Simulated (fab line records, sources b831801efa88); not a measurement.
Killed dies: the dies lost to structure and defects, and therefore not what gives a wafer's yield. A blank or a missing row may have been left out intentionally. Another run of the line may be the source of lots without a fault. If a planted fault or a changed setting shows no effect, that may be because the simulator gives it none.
Which tool is to blame?	flow gf180mcu	42 wafers from 14 lots sampled at 5 of the route's 602 steps

## WHAT EACH GAUGE READ, for each wafer
GF_NWELL_TW_MEAS_11.
lot	measured	on	NWELL_TW
L628	day 3 13:29	film metro-04	1566 1565 1557
L630	day 4 00:50	film metro-03	1574 1566 1565
L639	day 6 02:35	film metro-03	1828 1828 1828
L640	day 6 06:44	film metro-04	1821 1832 1835
L641	day 6 11:38	film metro-02	1581 1590 1590
L642	day 6 17:13	film metro-04	1561 1574 1569
L643	day 7 00:49	film metro-02	1578 1591 1588
L644	day 7 04:13	film metro-02	1574 1584 1584
L645	day 7 10:20	film metro-03	1577 1563 1565
L646	day 7 15:26	film metro-03	1575 1573 1578
L647	day 7 22:28	film metro-04	1581 1572 1570
L648	day 8 02:50	film metro-04	1566 1568 1570
L649	day 8 06:56	film metro-03	1565 1566 1569
L650	day 8 11:26	film metro-04	1564 1564 1555

GF_LVPWELL_TW_MEAS_11.
lot	measured	on	LVPWELL_TW
L628	day 4 02:49	film metro-02	563 562 566
L630	day 4 14:18	film metro-02	561 563 559
L639	day 6 18:17	film metro-02	1395 1398 1392
L640	day 6 22:01	film metro-02	1392 1388 1389
L641	day 7 03:53	film metro-04	554 557 557
L642	day 7 09:35	film metro-04	557 558 558
L643	day 7 16:51	film metro-04	558 556 558
L644	day 7 20:27	film metro-04	559 556 559
L645	day 8 02:10	film metro-04	556 558 557
L646	day 8 07:05	film metro-02	565 566 566
L647	day 8 14:21	film metro-04	558 556 559
L648	day 8 18:46	film metro-04	557 553 557
L649	day 9 00:02	film metro-02	559 556 556
L650	day 9 05:09	film metro-02	556 560 557

GF_MVSD_TW_MEAS_11.
lot	measured	on	MVSD_TW
L628	day 4 17:08	film metro-04	1570 1568 1563
L630	day 5 04:28	film metro-02	1591 1588 1596
L639	day 7 10:22	film metro-04	1844 1836 1835
L640	day 7 14:28	film metro-04	1835 1835 1834
L641	day 7 20:05	film metro-02	1598 1596 1590
L642	day 8 01:25	film metro-03	1558 1575 1569
L643	day 8 08:01	film metro-04	1570 1562 1559
L644	day 8 13:16	film metro-02	1594 1594 1590
L645	day 8 18:46	film metro-03	1566 1564 1555
L646	day 8 23:56	film metro-03	1571 1574 1569
L647	day 9 08:10	film metro-03	1576 1573 1581
L648	day 9 12:25	film metro-03	1579 1574 1568
L649	day 9 17:40	film metro-02	1573 1569 1582
L650	day 9 22:52	film metro-03	1572 1583 1580

GF_SAB_CD_MEAS_09 targets a cd of 420 nm.
lot	measured	on	cd nm (nm)
L628	day 15 15:22	cd sem-01	421.3 421.9 420.3
L630	day 16 08:03	cd sem-02	421.0 421.7 418.4
L639	day 19 18:05	cd sem-01	421.3 421.5 421.8
L640	day 19 20:58	cd sem-01	418.1 419.3 418.1
L641	day 20 06:06	cd sem-02	418.4 416.6 418.1
L642	day 20 11:10	cd sem-01	423.8 423.8 425.6
L643	day 21 00:16	cd sem-02	421.8 421.2 422.9
L644	day 21 06:13	cd sem-02	418.4 419.1 418.1
L645	day 21 13:11	cd sem-02	418.2 418.0 417.5
L646	day 21 22:58	cd sem-01	424.4 424.4 425.7
L647	day 22 08:50	cd sem-01	423.9 423.5 424.0
L648	day 22 17:11	cd sem-01	421.2 420.8 422.0
L649	day 23 00:58	cd sem-02	421.5 417.2 419.3
L650	day 23 02:25	cd sem-01	419.0 419.2 419.4

## WHICH TOOL RAN EACH LOT (tool, then ch and the chambers of the sampled wafers, then the start)
lot	GF_DNWELL_COAT_02
L628	litho track-02 ch 0, day 2 17:53
L630	litho track-01 ch 0, day 3 04:40
L639	litho track-04, day 5 03:40
L640	litho track-02, day 5 07:44
L641	litho track-01 ch 0, day 5 13:34
L642	litho track-01 ch 0, day 5 17:52
L643	litho track-01 ch 0, day 6 00:52
L644	litho track-02 ch 0, day 6 03:44
L645	litho track-01 ch 0, day 6 10:11
L646	litho track-04 ch 0, day 6 15:21
L647	litho track-01 ch 0, day 6 21:55
L648	litho track-04 ch 0, day 7 02:04
L649	litho track-01 ch 0, day 7 07:01
L650	litho track-04 ch 0, day 7 11:33
- GF_DNWELL_COAT_02: resist thk 3000 nm.

## AS READ BY THE TOOLS THEMSELVES (means over the sampled wafers that have a number; for cases with no such wafer, the mark the record gives instead)
GF_DNWELL_COAT_02.
lot	tool	chill plate temp C (C)	dispense pressure kPa (kPa)
L628	litho track-02	23.03	57
L630	litho track-01	23.05	49
L639	litho track-04	-	-
L640	litho track-02	-	-
L641	litho track-01	23.10	49
L642	litho track-01	23.08	49
L643	litho track-01	22.97	49
L644	litho track-02	23.01	57
L645	litho track-01	22.91	49
L646	litho track-04	22.97	49
L647	litho track-01	22.93	49
L648	litho track-04	23.00	49
L649	litho track-01	23.03	49
L650	litho track-04	22.91	49

## THE ANSWER, worked out from the rows above alone
Rule: usual is defined by the lots themselves. The widest of any qualifying gaps counts: lots, ordered by their means at a reading, are off when they make up no more than a third of the lots, leave a main group of 4 or more, and stand apart from it by 3 or more times the standard deviation of that group's means. The tables above print the reading to a certain number of digits; a main group whose means all agree to those digits is not used. Also off: a lot with no number at a reading for which 4 or more lots have one. Any other lot the step has rows for is counted as sound. The gauges are gone through in route order, then the tools' own readings, and for those a lot's mean is taken as printed above. The first step at which some lot is off is used, and at that step the reading that is off furthest; a lot without a number counts as furthest.
Off: at GF_NWELL_TW_MEAS_11 (NWELL_TW), L639, L640. Main group: mean 1572, sd 8.2.
A tool fits if, at a process step before that reading, it ran every lot that is off, and no sound lot after the first of them. Not tried: the gauges at GF_NWELL_TW_MEAS_11; whatever is off there is also off at GF_LVPWELL_TW_MEAS_11, on other tools, and gauge error can't account for it. None of those tried fits.

## WHAT WAS PUT IN BY THE SIMULATOR
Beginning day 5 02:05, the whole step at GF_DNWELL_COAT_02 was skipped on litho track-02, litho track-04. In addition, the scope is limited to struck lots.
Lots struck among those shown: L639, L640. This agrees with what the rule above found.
